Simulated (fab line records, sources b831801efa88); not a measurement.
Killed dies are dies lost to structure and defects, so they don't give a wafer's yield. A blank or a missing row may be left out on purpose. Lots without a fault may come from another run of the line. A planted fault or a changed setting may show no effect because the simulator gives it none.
One fault seen from 2 desks | flow gf180mcu | each desk has only its own numbers; what lay behind them comes last

THE METROLOGY DESK
What the gauges read, lot by lot, whatever tool the lot ran on: means of the sampled wafers that have a number. A lot is out of limits, marked OUT, if its mean lies more than 4 standard deviations from the usual mean; the brackets give that distance.
Columns: A = cd_nm at GF_NSD_CD_MEAS_07, usual 400.3 nm; B = PSD_TW at GF_PSD_TW_MEAS_11, usual 3208; C = PSD_RS at GF_PSD_RS_MEAS_15, usual 108.48 ohm/sq; D = CONTACT_BOW at GF_CONTACT_BOW_MEAS_05, usual 66 um
lot  | first seen here | A     | B              | C                | D
L695 | day 14 07:29    | 400.5 | 3202           | 108.75           | 69
L698 | day 15 03:53    | 397.0 | 3206           | 108.42           | 65
L701 | day 16 08:35    | 405.4 | 3191           | 108.29           | 73
L702 | day 16 14:35    | 402.7 | 3195           | 108.55           | 65
L703 | day 16 22:53    | 403.8 | 3195           | 108.53           | 64
L704 | day 17 08:07    | 402.2 | 3232           | 108.24           | 62
L707 | day 18 11:30    | 404.3 | 3205           | 108.56           | 59
L708 | day 18 12:29    | 397.7 | 3204           | 108.31           | 66
L713 | day 20 11:13    | 401.2 | 3454 (+15) OUT | 102.10 (-28) OUT | 73
L714 | day 20 22:54    | 398.6 | 3449 (+15) OUT | 101.55 (-30) OUT | 71
L716 | day 21 07:25    | 395.4 | 3440 (+14) OUT | 101.48 (-30) OUT | 70
This desk's finding: out of limits on L713, L714, L716; first on L713, day 21 12:33 (PSD_TW at GF_PSD_TW_MEAS_11). In limits: L695, L698, L701, L702, L703, L704, L707, L708.

THE TOOL OWNER'S DESK: implanter-01
The tool's own readings at GF_PSD_IMPLANT_09: means of the sampled wafers that have a number, for each lot that ran on this tool. A lot is out of limits, marked OUT, if its mean lies more than 4 standard deviations from the usual mean; the brackets give that distance.
Columns: A = beam_on_s at GF_PSD_IMPLANT_09, usual 9.99 s; B = end_station_pressure_torr at GF_PSD_IMPLANT_09, usual 1.18e-05 Torr; C = faraday_current_uA at GF_PSD_IMPLANT_09, usual 8258
lot  | first seen here | A               | B                          | C
L698 | day 16 01:26    | 9.98            | 1.17e-05                   | 8276
L702 | day 17 13:23    | 10.02           | 1.20e-05                   | 8231
L704 | day 18 08:25    | 10.02           | 1.12e-05                   | 8233
L708 | day 19 13:59    | 10.16           | 1.10e-05                   | 8125
L713 | day 21 12:19    | 14.59 (+22) OUT | 1.31e-04 (+99 or more) OUT | 5850 (-14) OUT
L714 | day 21 23:05    | 14.98 (+24) OUT | 1.28e-04 (+99 or more) OUT | 5702 (-15) OUT
L716 | day 22 06:58    | 14.71 (+22) OUT | 1.32e-04 (+99 or more) OUT | 5822 (-14) OUT
This desk's finding: out of limits on L713, L714, L716; first on L713, day 21 12:19 (beam_on_s at GF_PSD_IMPLANT_09). In limits: L698, L702, L704, L708.

PUT TOGETHER
The tool owner's desk could have raised an alarm at day 21 12:19, on L713, L714, L716.
The metrology desk could have raised an alarm at day 21 12:33, on L713, L714, L716.
Of the lots named, all ran GF_PSD_IMPLANT_09 on implanter-01.

WHAT THE SIMULATOR HAD PUT IN
Process parameter drift: implanter-01, from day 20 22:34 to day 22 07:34, at GF_PSD_IMPLANT_09. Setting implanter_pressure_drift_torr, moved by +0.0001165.
Process parameter drift: implanter-01, from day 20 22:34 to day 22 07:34, at GF_PSD_IMPLANT_09. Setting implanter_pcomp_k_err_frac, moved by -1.
Lots struck among those shown: L713, L714, L716.
Hours from the fault's start to each desk's first reading out of limits: the tool owner's desk, 14; the metrology desk, 14.
